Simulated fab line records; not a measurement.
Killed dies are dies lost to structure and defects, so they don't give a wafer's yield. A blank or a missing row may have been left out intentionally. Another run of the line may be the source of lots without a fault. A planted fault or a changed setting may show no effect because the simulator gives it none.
One fault through the eyes of 2 desks || flow gf180mcu || each desk holds nothing but its own numbers, with what lay behind them at the end

DESK OF THE TOOL OWNER: cmp-02
The tool's own readings at GF_V2_CMP_26 (polishes, stops on SiO2, t overpolish 15 s, target thk 0 nm): means of the sampled wafers that have a number, for each lot that ran on this tool. The brackets show how far a lot's mean lies from the usual mean; more than 4 standard deviations puts the lot out of limits, marked OUT.
Columns: A = motor-current-A at GF_V2_CMP_26, usual 10.8 A; B = overpolish-run-s at GF_V2_CMP_26, usual 15.000 s; C = time-to-endpoint-s at GF_V2_CMP_26, usual 88 s
{"lot": "L414", "first seen here": "day 19 18:53", "A": 11.3, "B": 14.994, "C": 84}
{"lot": "L415", "first seen here": "day 21 04:12", "A": 10.5, "B": 15.008, "C": 87}
{"lot": "L422", "first seen here": "day 23 18:02", "A": 11.8, "B": "0.038 (-99 or more) OUT", "C": "130 (+12) OUT"}
{"lot": "L434", "first seen here": "day 27 07:04", "A": 10.5, "B": 14.999, "C": 90}
{"lot": "L436", "first seen here": "day 27 19:40", "A": 11.4, "B": 15.002, "C": 86}
This desk's finding: out of limits on L422; first on L422, day 23 18:02 (overpolish-run-s at GF_V2_CMP_26). Within limits: L414, L415, L434, L436.

FROM THE METROLOGY DESK
Lot by lot, what the gauges showed, no matter which tool ran the lot: averages of those sampled wafers that carry a number. The brackets show how far a lot's mean lies from the usual mean; more than 4 standard deviations puts the lot out of limits, marked OUT.
Columns: A = V2_OVL at GF_V2_OVL_MEAS_15, usual -2 nm; B = M3_OVL at GF_M3_OVL_MEAS_15, usual 5 nm
{"lot": "L414", "first seen here": "day 19 17:47", "A": -6, "B": 12}
{"lot": "L415", "first seen here": "day 21 03:07", "A": 3, "B": 3}
{"lot": "L416", "first seen here": "day 21 18:36", "A": -2, "B": 8}
{"lot": "L422", "first seen here": "day 23 16:54", "A": -6, "B": "-"}
{"lot": "L427", "first seen here": "day 25 00:24", "A": 6, "B": -2}
{"lot": "L429", "first seen here": "day 26 04:59", "A": 3, "B": 8}
{"lot": "L430", "first seen here": "day 26 05:08", "A": -5, "B": 4}
{"lot": "L431", "first seen here": "day 26 08:02", "A": -3, "B": 6}
{"lot": "L432", "first seen here": "day 27 00:55", "A": 2, "B": -13}
{"lot": "L433", "first seen here": "day 27 01:14", "A": -6, "B": 10}
{"lot": "L434", "first seen here": "day 27 05:57", "A": -5, "B": 3}
{"lot": "L436", "first seen here": "day 27 18:27", "A": -9, "B": 5}
{"lot": "L437", "first seen here": "day 27 23:51", "A": 6, "B": 11}
This desk's verdict: no lot among the 13 shows anything out of limits.

ALL TOGETHER
An alarm could have come from the tool owner's desk at day 23 18:02, on L422.
The metrology desk saw nothing out of limits.
The metrology desk has L422 on record, within its limits.
All the named lots went through GF_V2_CMP_26 on cmp-02.

WHAT HAD BEEN PUT IN BY THE SIMULATOR
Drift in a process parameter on cmp-02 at GF_V2_CMP_26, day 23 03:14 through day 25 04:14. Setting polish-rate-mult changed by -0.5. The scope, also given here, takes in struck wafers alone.
Lots struck among those shown: L422.
Delay in hours, fault start to first out-of-limits reading, by desk: the tool owner's desk at 15.
